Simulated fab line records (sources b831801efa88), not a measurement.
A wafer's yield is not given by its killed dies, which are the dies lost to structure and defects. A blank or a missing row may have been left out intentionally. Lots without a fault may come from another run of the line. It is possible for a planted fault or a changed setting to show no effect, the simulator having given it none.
Which tool is to blame? / flow sky130 / Sampling: 12 lots, 36 wafers, 5 of 708 route steps

== WHAT THE GAUGES SHOWED, per wafer ==
The record lacks any reading of a measuring or inspecting step that a usual standard deviation could be used to judge.

== WHICH TOOL RAN EACH LOT (tool, then ch and the chambers of the sampled wafers, then the start) ==
lot=L700; SKY_SONOS_ONO_ETCH_15=rieDiel-04 ch 0,2, day 12 14:26; SKY_VIA4_CMP_02=cmp-02 ch 1,3, day 41 18:49; SKY_METAL5_DESCUM_14=rieMetal-01 ch 0,1, day 43 19:46; SKY_PASSIVATION_ETCH_11=rieDiel-03 ch 0,2,3, day 44 18:31; SKY_PAD_OPEN_PROBE_99=-
lot=L701; SKY_SONOS_ONO_ETCH_15=rieDiel-02 ch 1,2, day 12 22:20; SKY_VIA4_CMP_02=cmp-02 ch 0,3, day 42 02:35; SKY_METAL5_DESCUM_14=rieMetal-03 ch 0,1, day 44 03:22; SKY_PASSIVATION_ETCH_11=rieDiel-02 ch 1,2, day 45 02:37; SKY_PAD_OPEN_PROBE_99=-
lot=L704; SKY_SONOS_ONO_ETCH_15=rieDiel-02 ch 1,2,3, day 13 21:55; SKY_VIA4_CMP_02=cmp-02 ch 0,2,3, day 43 01:59; SKY_METAL5_DESCUM_14=rieMetal-02 ch 0,1, day 45 01:04; SKY_PASSIVATION_ETCH_11=rieDiel-04 ch 0,1, day 45 23:43; SKY_PAD_OPEN_PROBE_99=-
lot=L705; SKY_SONOS_ONO_ETCH_15=rieDiel-02 ch 1,2,3, day 14 06:31; SKY_VIA4_CMP_02=cmp-02 ch 0,2,3, day 43 09:46; SKY_METAL5_DESCUM_14=rieMetal-02 ch 0,1, day 45 08:02; SKY_PASSIVATION_ETCH_11=rieDiel-03 ch 0,2,3, day 46 06:01; SKY_PAD_OPEN_PROBE_99=-
lot=L706; SKY_SONOS_ONO_ETCH_15=rieDiel-02 ch 1,2,3, day 14 20:34; SKY_VIA4_CMP_02=cmp-01 ch 2,3, day 43 21:55; SKY_METAL5_DESCUM_14=rieMetal-02 ch 0,1, day 45 18:32; SKY_PASSIVATION_ETCH_11=rieDiel-04 ch 0,2,3, day 46 16:19; SKY_PAD_OPEN_PROBE_99=-
lot=L707; SKY_SONOS_ONO_ETCH_15=rieDiel-03 ch 0,3, day 15 08:46; SKY_VIA4_CMP_02=cmp-02 ch 0,2,3, day 44 03:19; SKY_METAL5_DESCUM_14=rieMetal-02 ch 0,1, day 46 00:01; SKY_PASSIVATION_ETCH_11=rieDiel-04 ch 1,2,3, day 46 21:40; SKY_PAD_OPEN_PROBE_99=-
lot=L710; SKY_SONOS_ONO_ETCH_15=rieDiel-02 ch 1,2, day 16 10:07; SKY_VIA4_CMP_02=cmp-01 ch 0,1,2, day 45 14:34; SKY_METAL5_DESCUM_14=rieMetal-01 ch 0,1, day 47 09:31; SKY_PASSIVATION_ETCH_11=rieDiel-02 ch 0,1, day 48 05:55; SKY_PAD_OPEN_PROBE_99=-
lot=L711; SKY_SONOS_ONO_ETCH_15=rieDiel-02 ch 0,1,3, day 16 16:04; SKY_VIA4_CMP_02=cmp-01 ch 1,2, day 45 18:24; SKY_METAL5_DESCUM_14=rieMetal-03 ch 1, day 47 13:22; SKY_PASSIVATION_ETCH_11=rieDiel-03 ch 0,3, day 48 09:52; SKY_PAD_OPEN_PROBE_99=-
lot=L713; SKY_SONOS_ONO_ETCH_15=rieDiel-02 ch 0,1,3, day 17 06:16; SKY_VIA4_CMP_02=cmp-02 ch 0,2,3, day 45 18:34; SKY_METAL5_DESCUM_14=rieMetal-01 ch 0, day 47 13:44; SKY_PASSIVATION_ETCH_11=rieDiel-04 ch 0,1,2, day 48 10:07; SKY_PAD_OPEN_PROBE_99=prober-02, day 49 07:40
lot=L712; SKY_SONOS_ONO_ETCH_15=rieDiel-02 ch 0,1, day 17 10:20; SKY_VIA4_CMP_02=cmp-02 ch 1,2,3, day 45 20:48; SKY_METAL5_DESCUM_14=rieMetal-01 ch 0, day 47 14:47; SKY_PASSIVATION_ETCH_11=rieDiel-04 ch 1,2, day 48 11:07; SKY_PAD_OPEN_PROBE_99=prober-01, day 49 08:53
lot=L720; SKY_SONOS_ONO_ETCH_15=rieDiel-04 ch 1,2, day 19 12:46; SKY_VIA4_CMP_02=cmp-01 ch 0,3, day 47 03:22; SKY_METAL5_DESCUM_14=rieMetal-01 ch 0,1, day 48 19:38; SKY_PASSIVATION_ETCH_11=rieDiel-02 ch 1,3, day 49 15:04; SKY_PAD_OPEN_PROBE_99=-
lot=L723; SKY_SONOS_ONO_ETCH_15=rieDiel-04 ch 0,2,3, day 21 10:55; SKY_VIA4_CMP_02=cmp-01 ch 1,2,3, day 48 08:53; SKY_METAL5_DESCUM_14=rieMetal-01 ch 0,1, day 49 22:22; SKY_PASSIVATION_ETCH_11=rieDiel-02 ch 0,1,2, day 50 15:22; SKY_PAD_OPEN_PROBE_99=-
- SKY_SONOS_ONO_ETCH_15: etches the open film in CHF3/O2, target depth 19.52 nm, time 7.8 s.
- SKY_VIA4_CMP_02: polishes SiO2.
- SKY_METAL5_DESCUM_14: chemistry O2, time 11 s.
- SKY_PASSIVATION_ETCH_11: etches the open film in CF4/O2, stops on AlCu, target depth 725 nm, time 161.1 s.
- SKY_PAD_OPEN_PROBE_99

== WHAT THE TOOLS THEMSELVES READ (means of the sampled wafers that have a number; where no wafer has one, the mark that the record gives instead) ==
SKY_SONOS_ONO_ETCH_15. Usual: drypumpMotorCurrentA 5.7 A, standard deviation 0.41; oesProductAu 1.001 a.u., standard deviation 0.012; throttleValvePct 8.824 %, standard deviation 0.0091.
lot=L700; tool=rieDiel-04; drypumpMotorCurrentA (A)=5.7; oesProductAu (a.u.)=1.000; throttleValvePct (%)=8.826; flag=
lot=L701; tool=rieDiel-02; drypumpMotorCurrentA (A)=5.2; oesProductAu (a.u.)=0.977; throttleValvePct (%)=8.817; flag=
lot=L704; tool=rieDiel-02; drypumpMotorCurrentA (A)=5.6; oesProductAu (a.u.)=1.006; throttleValvePct (%)=8.827; flag=
lot=L705; tool=rieDiel-02; drypumpMotorCurrentA (A)=5.6; oesProductAu (a.u.)=1.005; throttleValvePct (%)=8.828; flag=
lot=L706; tool=rieDiel-02; drypumpMotorCurrentA (A)=5.6; oesProductAu (a.u.)=1.001; throttleValvePct (%)=8.825; flag=
lot=L707; tool=rieDiel-03; drypumpMotorCurrentA (A)=6.2; oesProductAu (a.u.)=1.005; throttleValvePct (%)=8.822; flag=
lot=L710; tool=rieDiel-02; drypumpMotorCurrentA (A)=5.6; oesProductAu (a.u.)=0.994; throttleValvePct (%)=8.825; flag=
lot=L711; tool=rieDiel-02; drypumpMotorCurrentA (A)=5.7; oesProductAu (a.u.)=1.011; throttleValvePct (%)=8.829; flag=
lot=L713; tool=rieDiel-02; drypumpMotorCurrentA (A)=5.7; oesProductAu (a.u.)=1.005; throttleValvePct (%)=8.823; flag=
lot=L712; tool=rieDiel-02; drypumpMotorCurrentA (A)=5.8; oesProductAu (a.u.)=1.003; throttleValvePct (%)=8.820; flag=
lot=L720; tool=rieDiel-04; drypumpMotorCurrentA (A)=5.6; oesProductAu (a.u.)=1.004; throttleValvePct (%)=8.823; flag=
lot=L723; tool=rieDiel-04; drypumpMotorCurrentA (A)=5.8; oesProductAu (a.u.)=1.000; throttleValvePct (%)=8.831; flag=

SKY_VIA4_CMP_02. Usual: 12.1 A for motorCurrentA, sd 1.2.
lot=L700; tool=cmp-02; motorCurrentA (A)=11.1; flag=
lot=L701; tool=cmp-02; motorCurrentA (A)=13.1; flag=
lot=L704; tool=cmp-02; motorCurrentA (A)=12.8; flag=
lot=L705; tool=cmp-02; motorCurrentA (A)=12.7; flag=
lot=L706; tool=cmp-01; motorCurrentA (A)=11.9; flag=
lot=L707; tool=cmp-02; motorCurrentA (A)=12.3; flag=
lot=L710; tool=cmp-01; motorCurrentA (A)=12.1; flag=
lot=L711; tool=cmp-01; motorCurrentA (A)=12.6; flag=
lot=L713; tool=cmp-02; motorCurrentA (A)=12.7; flag=
lot=L712; tool=cmp-02; motorCurrentA (A)=11.8; flag=
lot=L720; tool=cmp-01; motorCurrentA (A)=11.3; flag=
lot=L723; tool=cmp-01; motorCurrentA (A)=11.9; flag=

SKY_METAL5_DESCUM_14. Usual: drypumpMotorCurrentA 6.1 A, standard deviation 0.35; heBacksideLeakSccm 3.3 sccm, standard deviation 0.41; oesProductAu 1.002 a.u., standard deviation 0.01.
lot=L700; tool=rieMetal-01; drypumpMotorCurrentA (A)=6.3; heBacksideLeakSccm (sccm)=3.2; oesProductAu (a.u.)=0.988; flag=
lot=L701; tool=rieMetal-03; drypumpMotorCurrentA (A)=6.2; heBacksideLeakSccm (sccm)=3.4; oesProductAu (a.u.)=1.011; flag=
lot=L704; tool=rieMetal-02; drypumpMotorCurrentA (A)=5.9; heBacksideLeakSccm (sccm)=3.2; oesProductAu (a.u.)=1.003; flag=
lot=L705; tool=rieMetal-02; drypumpMotorCurrentA (A)=5.9; heBacksideLeakSccm (sccm)=3.1; oesProductAu (a.u.)=1.009; flag=
lot=L706; tool=rieMetal-02; drypumpMotorCurrentA (A)=5.8; heBacksideLeakSccm (sccm)=3.4; oesProductAu (a.u.)=1.012; flag=
lot=L707; tool=rieMetal-02; drypumpMotorCurrentA (A)=5.9; heBacksideLeakSccm (sccm)=3.2; oesProductAu (a.u.)=1.005; flag=
lot=L710; tool=rieMetal-01; drypumpMotorCurrentA (A)=6.3; heBacksideLeakSccm (sccm)=3.1; oesProductAu (a.u.)=1.000; flag=
lot=L711; tool=rieMetal-03; drypumpMotorCurrentA (A)=5.3; heBacksideLeakSccm (sccm)=3.4; oesProductAu (a.u.)=0.989; flag=
lot=L713; tool=rieMetal-01; drypumpMotorCurrentA (A)=6.2; heBacksideLeakSccm (sccm)=3.2; oesProductAu (a.u.)=1.010; flag=
lot=L712; tool=rieMetal-01; drypumpMotorCurrentA (A)=6.2; heBacksideLeakSccm (sccm)=3.0; oesProductAu (a.u.)=1.006; flag=
lot=L720; tool=rieMetal-01; drypumpMotorCurrentA (A)=6.3; heBacksideLeakSccm (sccm)=3.3; oesProductAu (a.u.)=0.992; flag=
lot=L723; tool=rieMetal-01; drypumpMotorCurrentA (A)=6.3; heBacksideLeakSccm (sccm)=3.2; oesProductAu (a.u.)=0.999; flag=

SKY_PASSIVATION_ETCH_11. Usual: cf4FlowSccm 80.03 sccm, standard deviation 0.22; drypumpMotorCurrentA 5.8 A, standard deviation 0.39; oesProductAu 0.979 a.u., standard deviation 0.0069; throttleValvePct 5.964 %, standard deviation 0.0095.
lot=L700; tool=rieDiel-03; cf4FlowSccm (sccm)=80.06; drypumpMotorCurrentA (A)=6.0; oesProductAu (a.u.)=0.984; throttleValvePct (%)=5.953; flag=
lot=L701; tool=rieDiel-02; cf4FlowSccm (sccm)=79.97; drypumpMotorCurrentA (A)=5.6; oesProductAu (a.u.)=0.979; throttleValvePct (%)=5.960; flag=
lot=L704; tool=rieDiel-04; cf4FlowSccm (sccm)=80.12; drypumpMotorCurrentA (A)=5.6; oesProductAu (a.u.)=0.981; throttleValvePct (%)=5.966; flag=
lot=L705; tool=rieDiel-03; cf4FlowSccm (sccm)=80.00; drypumpMotorCurrentA (A)=6.0; oesProductAu (a.u.)=0.978; throttleValvePct (%)=5.961; flag=
lot=L706; tool=rieDiel-04; cf4FlowSccm (sccm)=80.04; drypumpMotorCurrentA (A)=5.8; oesProductAu (a.u.)=0.983; throttleValvePct (%)=5.958; flag=
lot=L707; tool=rieDiel-04; cf4FlowSccm (sccm)=80.17; drypumpMotorCurrentA (A)=5.8; oesProductAu (a.u.)=0.973; throttleValvePct (%)=5.955; flag=
lot=L710; tool=rieDiel-02; cf4FlowSccm (sccm)=80.11; drypumpMotorCurrentA (A)=5.8; oesProductAu (a.u.)=0.980; throttleValvePct (%)=5.964; flag=
lot=L711; tool=rieDiel-03; cf4FlowSccm (sccm)=79.98; drypumpMotorCurrentA (A)=6.1; oesProductAu (a.u.)=0.983; throttleValvePct (%)=5.962; flag=
lot=L713; tool=rieDiel-04; cf4FlowSccm (sccm)=79.80; drypumpMotorCurrentA (A)=5.6; oesProductAu (a.u.)=0.983; throttleValvePct (%)=5.965; flag=
lot=L712; tool=rieDiel-04; cf4FlowSccm (sccm)=80.12; drypumpMotorCurrentA (A)=5.6; oesProductAu (a.u.)=0.978; throttleValvePct (%)=5.971; flag=
lot=L720; tool=rieDiel-02; cf4FlowSccm (sccm)=79.70; drypumpMotorCurrentA (A)=5.2; oesProductAu (a.u.)=0.979; throttleValvePct (%)=5.968; flag=
lot=L723; tool=rieDiel-02; cf4FlowSccm (sccm)=80.04; drypumpMotorCurrentA (A)=5.7; oesProductAu (a.u.)=0.985; throttleValvePct (%)=5.967; flag=

SKY_PAD_OPEN_PROBE_99. Usual: killed_at_M0_to_M3 43, standard deviation 6.5; killed_at_M4_up 3, standard deviation 1.7; killedAtContacts 25, standard deviation 5.1; killedAtFrontEnd 15, standard deviation 3.8; killedAtOther 0.2, standard deviation 0.45; killedDies 86, standard deviation 8.8; killedOpen 47, standard deviation 6.7; killedShort 39, standard deviation 6.
lot=L713 tool=prober-02 killed_at_M0_to_M3=36 killed_at_M4_up=4 killedAtContacts=22 killedAtFrontEnd=26 killedAtOther=0.7 killedDies=88 killedOpen=43 killedShort=38 flag=
lot=L712 tool=prober-01 killed_at_M0_to_M3=44 killed_at_M4_up=3 killedAtContacts=29 killedAtFrontEnd=20 killedAtOther=0.0 killedDies=96 killedOpen=50 killedShort=38 flag=

== THE ANSWER, worked out from the rows above alone ==
Rule: a lot is off if the mean of its wafers that have a number lies more than 3 standard deviations from the usual mean. Also off: a lot with no number at a reading for which 4 or more lots have one. All remaining lots with rows at the step are treated as sound. Order of review: gauges by route order, followed by the tools' own readings, for which a lot's mean as printed above is used. The first step at which some lot is off is used, and at that step the reading that is off furthest; a lot without a number counts as furthest.
No lot is off on any of the readings shown, so nothing can be concluded from this.

== WHAT WAS PUT IN BY THE SIMULATOR ==
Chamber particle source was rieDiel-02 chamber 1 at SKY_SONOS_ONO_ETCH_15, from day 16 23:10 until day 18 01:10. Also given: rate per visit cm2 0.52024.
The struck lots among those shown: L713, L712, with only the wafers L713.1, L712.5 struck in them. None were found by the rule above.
